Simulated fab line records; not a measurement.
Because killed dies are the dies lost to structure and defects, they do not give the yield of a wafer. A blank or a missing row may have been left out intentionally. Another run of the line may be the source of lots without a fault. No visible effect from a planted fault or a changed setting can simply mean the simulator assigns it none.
A struck lot beside a sound one	flow sky130	17 out of 708 route steps
Sound: wafers L306.1, L306.3, L306.5. The struck wafers were L311.4, L311.5, L311.6. The cause is named last.
Per side, at each step with rows, come the tool, then ch with its chambers, and then its first start. Under that, the readings that differ: sound wafers	struck wafers	difference of the means	sigmas: that difference in standard deviations of wafers without a fault.
alike: readings whose means differ by less than 2 such deviations, and words and numbers that are the same on both sides. not compared: withheld readings, readings that some wafer has no value for, bounds like >300 that may hide the same value, and numbers for which the record gives no deviation and whose values overlap.
A row with sigmas, a row that says differs or no value, or rows on one side alone: a step with any of these is where the two part. Numbers that don't overlap but have no deviation are shown without sigmas and don't part them. A reading that every wafer of one side lacks parts them only if that side has two wafers or more.

SKY_METAL4_SPUTTER_04: material TiN, target thk 70 nm, time 58.3 s.
  sound on pvdSputter-03, day 40 15:13; struck on pvdSputter-04, day 42 02:08
  alike: throttleValvePct
SKY_CAP2M_CVD_00: deposits SiO2, target thk 15.5 nm.
  sound on pecvd-01 ch 0,2, day 40 15:16; struck on pecvd-03 ch 0,1,2, day 42 02:12
  alike: heaterPowerW, susceptorTempC
SKY_CAP2M_THK_MEAS_01:
  sound on filmMetro-02, day 40 15:17; struck on filmMetro-01, day 42 02:14
  alike: CAP2M_CVD_00_THK
SKY_CAP2M_SPUTTER_02: material TiN, target thk 200 nm, time 166.7 s.
  sound on pvdSputter-01, day 40 15:20; struck on pvdSputter-01, day 42 02:16
  alike: susceptorTempC, throttleValvePct
SKY_CAP2M_RS_MEAS_03: the measuring method here is four-point-probe.
  sound on filmMetro-01, day 40 15:27; struck on filmMetro-02, day 42 02:26
  alike: CAP2M_TIN_RS
SKY_CAP2M_THK_MEAS_04: measures by xrf.
  sound on filmMetro-01, day 40 15:34; struck on filmMetro-02, day 42 02:32
  alike: CAP2M_TIN_THK
then, 6 steps without rows for these wafers: SKY_CAP2M_DEHYDRATE_05 (time 60 s); SKY_CAP2M_HMDS_06 (prime time 60 s); SKY_CAP2M_COAT_07 (resist thk 1140 nm); SKY_CAP2M_SOFTBAKE_08 (time 60 s); SKY_CAP2M_EXPOSE_09 (exposes mask CAP2M, target cd 1000 nm); SKY_CAP2M_PEB_10.
SKY_CAP2M_DEVELOP_11: develop time 60 s.
  sound on lithoTrack-04 ch 0, day 41 15:23; struck on lithoTrack-02 ch 0, day 43 01:04
  alike: resistLineTempC
SKY_CAP2M_OVL_MEAS_12:
  sound on overlay-02, day 41 15:32; struck on overlay-02, day 43 01:10
  alike: CAP2M_OVL
SKY_CAP2M_METAL_ETCH_13: etches TiN in Cl2/BCl3, stops on SiO2, target depth 220 nm, time 62.9 s.
  sound on rieMetal-04 ch 0,1, day 41 15:35; struck on rieMetal-03 ch 0,1, day 43 01:13
  alike: drypumpMotorCurrentA, heBacksideLeakSccm, oesProductAu, throttleValvePct
  not compared: rfHoursCounterH, model.CAP2M.cdNm
SKY_CAP2M_STRIP_14: strips in O2/N2.
  sound on plasmaAsher-03 ch 1, day 41 15:40; struck on plasmaAsher-04 ch 0,1, day 43 01:18
  alike: drypumpMotorCurrentA, oesProductAu, stripTimeToEndpointS
  not compared: rfHoursCounterH
-- the record jumps here: 5 days lie between the struck wafers' starts before and after (it left off in module CAP2M and takes up again in module PAD_OPEN, whose first step shown is number 708 of the route) --
SKY_PAD_OPEN_PROBE_99:
  the record has rows for the struck wafers here (prober-02, day 47 17:13) and none for the sound ones

WHERE THEY PART
At SKY_PAD_OPEN_PROBE_99 and nowhere else, as far as this record goes.

WHY: the cause the simulator had injected
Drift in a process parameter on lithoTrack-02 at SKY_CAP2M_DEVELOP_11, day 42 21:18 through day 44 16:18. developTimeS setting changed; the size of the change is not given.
